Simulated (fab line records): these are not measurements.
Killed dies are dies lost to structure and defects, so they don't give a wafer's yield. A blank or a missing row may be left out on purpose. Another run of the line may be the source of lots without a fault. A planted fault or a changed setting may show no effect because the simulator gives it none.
fab line records	flow sky130
record: lots: 13	wafers: 39	last_day: 51
route steps=708 shown RES_XHIGH@339 SD_P@359 CONTACT@421 METAL2@503
lots with no fault: from the same line, run without faults
start_h: hours from the record's opening day to when the first of the lot's shown wafers began	wait_h: hours from the lot's prior step to this one	" repeats the value in the row above	L1.1+2: one row covering several wafers at once	- no value present, or no start provided	* or withheld: withheld	< > ~ a bound
route shown NAME@n: a module of which the file shows steps, and the number in the route of the first	usual: mean/standard deviation taken from wafers without a fault	same: alike in all rows	chamber/n: place in a boat	sites: per-site readings	_std_site: the values' standard deviation	_edge_site: mean of outer sites minus mean of inner sites	radius_mm: how far each site lies from the wafer's centre	mask NAME#n: copy n	behind: the tool/chamber that last shaped the wafer	hold: cause of the lot's hold/its duration in hours/its outcome	device: the n, p or np transistor that did not switch	end of line: the tests these same wafers got at the end of their route	for a step that has no rows: nothing shown but its recipe	killed: not the wafer's yield, but the dies lost to structure and defects at the first sort	map: shows each die of a wafer: x if killed, . if not, _ if none is there
set.NAME: the setting the step ran with; set.NAME@STEP: the setting that earlier step ran with	model.NAME: the simulator's own value behind a step, which no gauge read
a sample of lots followed through the steps of the route, with each step as a table and each wafer as a row
services: a tool's chamber out of use, with start hour (start_h, from the record's first day; less than 0 if before it), hours out, and reason
== steps ==
step: SKY_RES_XHIGH_IMPLANT_07
recipe: species: BF2	energy_kev: 20	dose_cm2: 3.6e+14	tilt_deg: 0
usual: beam_energy_keV: 19.999/0.0059	end_station_pressure_torr: 5.24e-06/2.8e-07
same: implant_ion_amu: 49
lot.wafer	tool	chamber	start_h	wait_h	beam_energy_keV	end_station_pressure_torr
L501.1	implanter-03	0	598.60	0.1	19.999	4.96e-06
L501.2	"	0	"	"	20.002	5.46e-06
L501.4	"	0	"	"	20.002	5.44e-06
L503.3	implanter-03	0	646.95	0.1	20.010	5.3e-06
L503.4	"	0	"	"	20.002	5.21e-06
L503.6	"	0	"	"	20.012	5.57e-06
L505.2	implanter-04	0	648.20	0.1	20.007	4.72e-06
L505.3	"	0	"	"	19.999	5.24e-06
L505.5	"	0	"	"	19.999	5.09e-06
L504.1	implanter-04	0	654.85	0.1	19.988	5.27e-06
L504.4	"	0	"	"	19.996	4.88e-06
L504.5	"	0	"	"	19.991	5.13e-06
L506.1	implanter-02	0	672.23	0.1	19.997	5.3e-06
L506.4	"	0	"	"	19.999	5.09e-06
L506.5	"	0	"	"	19.997	5.21e-06
L509.2	implanter-02	0	692.51	0.1	20.568	4.93e-06
L509.3	"	0	"	"	20.561	4.91e-06
L509.6	"	0	"	"	20.570	5.01e-06
L508.1	implanter-02	0	696.93	0.1	20.550	4.62e-06
L508.2	"	0	"	"	20.567	5.23e-06
L508.5	"	0	"	"	20.568	5.5e-06
L512.1	implanter-03	0	748.33	0.1	20.006	5.02e-06
L512.5	"	0	"	"	20.009	5.3e-06
L512.6	"	0	"	"	20.008	5.2e-06
L516.1	implanter-04	0	753.53	0.1	19.998	5.28e-06
L516.4	"	0	"	"	20.003	5.32e-06
L516.6	"	0	"	"	19.994	5.56e-06
L520.1	implanter-02	0	769.65	0.1	20.003	5.44e-06
L520.5	"	0	"	"	20.005	5.2e-06
L520.6	"	0	"	"	19.999	5.14e-06
L521.1	implanter-03	0	780.33	0.1	20.004	5.08e-06
L521.3	"	0	"	"	20.009	5.29e-06
L521.4	"	0	"	"	19.999	5.52e-06
L522.3	implanter-02	0	784.03	0.1	19.994	5.08e-06
L522.4	"	0	"	"	19.999	5.32e-06
L522.5	"	0	"	"	20.006	5.1e-06
L524.2	implanter-03	0	805.35	0.1	19.993	5.42e-06
L524.5	"	0	"	"	20.003	5.83e-06
L524.6	"	0	"	"	19.998	5.46e-06
step: SKY_SD_N_RS_MEAS_17
recipe: thk_meas_gauge: four-point-probe
usual: SD_P_RS: 145.9/0.34
lot.wafer	tool	chamber	start_h	wait_h	SD_P_RS[ohm/sq]
L501.1	film_metro-01	-	628.44	0.1	146.1
L501.2	"	-	"	"	145.9
L501.4	"	-	"	"	146.0
L503.3	film_metro-01	-	675.61	0.1	145.4
L503.4	"	-	"	"	145.4
L503.6	"	-	"	"	145.7
L505.2	film_metro-01	-	677.76	0.1	145.9
L505.3	"	-	"	"	145.9
L505.5	"	-	"	"	145.7
L504.1	film_metro-01	-	683.50	0.1	146.2
L504.4	"	-	"	"	146.4
L504.5	"	-	"	"	146.0
L506.1	film_metro-03	-	702.08	0.1	145.9
L506.4	"	-	"	"	146.0
L506.5	"	-	"	"	145.8
L509.2	film_metro-02	-	721.07	0.1	145.2
L509.3	"	-	"	"	145.4
L509.6	"	-	"	"	145.4
L508.1	film_metro-02	-	726.01	0.1	146.1
L508.2	"	-	"	"	146.6
L508.5	"	-	"	"	146.2
L512.1	film_metro-01	-	776.13	0.1	145.5
L512.5	"	-	"	"	145.7
L512.6	"	-	"	"	146.0
L516.1	film_metro-03	-	781.30	0.1	145.9
L516.4	"	-	"	"	146.3
L516.6	"	-	"	"	145.7
L520.1	film_metro-01	-	797.76	0.1	145.4
L520.5	"	-	"	"	145.1
L520.6	"	-	"	"	145.2
L521.1	film_metro-02	-	807.91	0.1	145.9
L521.3	"	-	"	"	146.3
L521.4	"	-	"	"	145.7
L522.3	film_metro-02	-	811.25	0.1	146.0
L522.4	"	-	"	"	146.1
L522.5	"	-	"	"	145.7
L524.2	film_metro-03	-	833.40	0.1	146.3
L524.5	"	-	"	"	146.3
L524.6	"	-	"	"	146.5
step: SKY_CONTACT_OVL_MEAS_15
usual: CONTACT_OVL: 2/4.8
lot.wafer	tool	chamber	start_h	wait_h	CONTACT_OVL[nm]
L501.1	overlay-01	-	717.45	0.1	9
L501.2	"	-	"	"	-1
L501.4	"	-	"	"	0
L503.3	overlay-02	-	763.03	0.1	6
L503.4	"	-	"	"	6
L503.6	"	-	"	"	10
L505.2	overlay-01	-	766.70	0.1	5
L505.3	"	-	"	"	7
L505.5	"	-	"	"	3
L504.1	overlay-02	-	770.47	0.1	-5
L504.4	"	-	"	"	-4
L504.5	"	-	"	"	-10
L506.1	overlay-01	-	789.95	0.1	-2
L506.4	"	-	"	"	3
L506.5	"	-	"	"	1
L509.2	overlay-01	-	807.06	0.1	4
L509.3	"	-	"	"	-1
L509.6	"	-	"	"	0
L508.1	overlay-02	-	811.80	0.1	-6
L508.2	"	-	"	"	3
L508.5	"	-	"	"	-5
L512.1	overlay-01	-	859.12	0.1	-3
L512.5	"	-	"	"	-5
L512.6	"	-	"	"	2
L516.1	overlay-01	-	864.15	0.1	-3
L516.4	"	-	"	"	3
L516.6	"	-	"	"	7
L520.1	overlay-01	-	881.40	0.1	9
L520.5	"	-	"	"	4
L520.6	"	-	"	"	-2
L521.1	overlay-02	-	891.97	0.1	-3
L521.3	"	-	"	"	5
L521.4	"	-	"	"	6
L522.3	overlay-01	-	892.41	0.1	10
L522.4	"	-	"	"	3
L522.5	"	-	"	"	13
L524.2	overlay-02	-	914.16	0.1	-4
L524.5	"	-	"	"	1
L524.6	"	-	"	"	2
step: SKY_METAL2_STRIP_20
recipe: chemistry: O2/N2	power_w: 1400	pressure_mtorr: 1500	platen_temp_c: withheld	o2_flow_sccm: 3000	n2_flow_sccm: 300	overash_fraction: 0.5
usual: drypump_motor_current_A: 5.6/0.48	oes_product_au: 0.342/0.0045	strip_time_to_endpoint_s: 2.67/0.04
lot.wafer	tool	chamber	start_h	wait_h	drypump_motor_current_A	oes_product_au	rf_hours_counter_h	strip_time_to_endpoint_s
L501.1	plasma_asher-04	1	805.60	0.1	6.2	0.335	100	2.59
L501.2	"	0	"	"	6.1	0.331	100	2.65
L501.4	"	1	"	"	6.2	0.336	-	2.60
L503.3	plasma_asher-02	1	847.73	0.1	5.4	0.343	-	2.70
L503.4	"	0	"	"	5.1	0.345	-	2.64
L503.6	"	1	"	"	5.3	0.345	-	2.71
L505.2	plasma_asher-01	0	851.72	0.1	5.8	0.345	11	2.57
L505.3	"	1	"	"	5.0	0.335	-	2.58
L505.5	"	0	"	"	5.8	0.338	-	2.60
L504.1	plasma_asher-01	0	855.42	0.1	5.7	0.347	12	2.70
L504.4	"	0	"	"	5.8	0.340	-	2.68
L504.5	"	0	"	"	5.7	0.338	-	2.66
L506.1	plasma_asher-01	0	875.13	0.2	5.7	0.348	14	2.67
L506.4	"	1	"	"	5.0	0.346	-	2.71
L506.5	"	1	"	"	5.0	0.348	-	2.72
L509.2	plasma_asher-01	0	890.61	0.1	5.7	0.346	15	2.68
L509.3	"	0	"	"	5.7	0.337	-	2.68
L509.6	"	0	"	"	5.7	0.344	-	2.68
L508.1	plasma_asher-01	1	895.21	0.1	5.0	0.344	16	2.67
L508.2	"	0	"	"	5.7	0.345	16	2.74
L508.5	"	0	"	"	5.7	0.341	-	2.69
L512.1	plasma_asher-01	0	940.28	0.1	5.8	0.344	20	2.66
L512.5	"	0	"	"	5.7	0.342	-	2.69
L512.6	"	1	"	"	5.0	0.353	-	2.73
L516.1	plasma_asher-02	0	945.37	0.1	5.1	0.337	50	2.61
L516.4	"	0	"	"	5.1	0.339	-	2.66
L516.6	"	1	"	"	5.4	0.334	-	2.68
L520.1	plasma_asher-01	0	961.66	0.1	5.8	0.334	23	2.62
L520.5	"	1	"	"	5.0	0.348	-	2.66
L520.6	"	0	"	"	5.8	0.345	-	2.66
L521.1	plasma_asher-04	1	971.26	0.1	6.1	0.340	114	2.60
L521.3	"	1	"	"	6.2	0.342	-	2.68
L521.4	"	0	"	"	6.1	0.350	-	2.60
L522.3	plasma_asher-01	0	972.10	0.1	5.8	0.335	-	2.63
L522.4	"	1	"	"	4.9	0.343	-	2.68
L522.5	"	1	"	"	4.9	0.341	-	2.64
L524.2	plasma_asher-01	0	990.31	0.1	5.8	0.345	27	2.66
L524.5	"	1	"	"	4.9	0.339	-	2.68
L524.6	"	0	"	"	5.8	0.342	-	2.63
== services ==
tool	chamber	start_h	hours	kind
implanter-03	-	575.52	20.8	repair
implanter-02	-	600.63	0.7	repair
implanter-04	-	608.60	2.8	repair
implanter-02	-	619.00	3.9	pm
implanter-02	-	629.77	41.2	pm
implanter-03	-	723.11	4.1	pm
implanter-02	-	728.54	2.2	repair
plasma_asher-01	-	733.75	9.0	pm
plasma_asher-01	0	733.75	9.0	vent_cycle
plasma_asher-01	1	733.75	9.0	vent_cycle
implanter-02	-	742.41	0.8	repair
implanter-04	-	782.90	2.2	repair
plasma_asher-04	-	791.32	0.8	repair
implanter-04	-	794.93	14.5	repair
implanter-04	-	802.96	4.8	repair
implanter-04	-	815.46	4.4	pm
plasma_asher-04	-	829.35	28.1	pm
implanter-02	-	840.60	20.3	repair
plasma_asher-04	-	899.44	2.8	pm
implanter-04	-	900.73	1.5	repair
implanter-03	-	944.95	2.8	repair
implanter-02	-	946.59	5.2	repair
plasma_asher-02	-	959.04	2.8	pm
plasma_asher-02	-	961.79	28.1	pm
== key ==
first_sign: step: SKY_RES_XHIGH_IMPLANT_07	reading: beam_energy_keV	direction: up	sigmas: 95	usual: *	struck: *
effect none on later readings
met_at SKY_RES_XHIGH_IMPLANT_07
struck_lots L508,L509
tester_left_out L508,L509
not_acting_at SKY_SD_N_RS_MEAS_17,SKY_CONTACT_OVL_MEAS_15,SKY_METAL2_STRIP_20
onset_between 672.23 692.51
fault: kind: process_parameter_drift	tool: implanter-02	chamber: -	onset_h: 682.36	steps: SKY_RES_XHIGH_IMPLANT_07	channel: energy_kev	offset: *	shape: step	end_h: 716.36	acts_in: *	stated: *
tester_left_out: of these lots the tester's yield and bins aren't shown, on N5 and GAA mostly nor the transistor test; their killed dies are dies lost to structure and defects alone, not to doping, threshold or leakage, so they don't give the yield
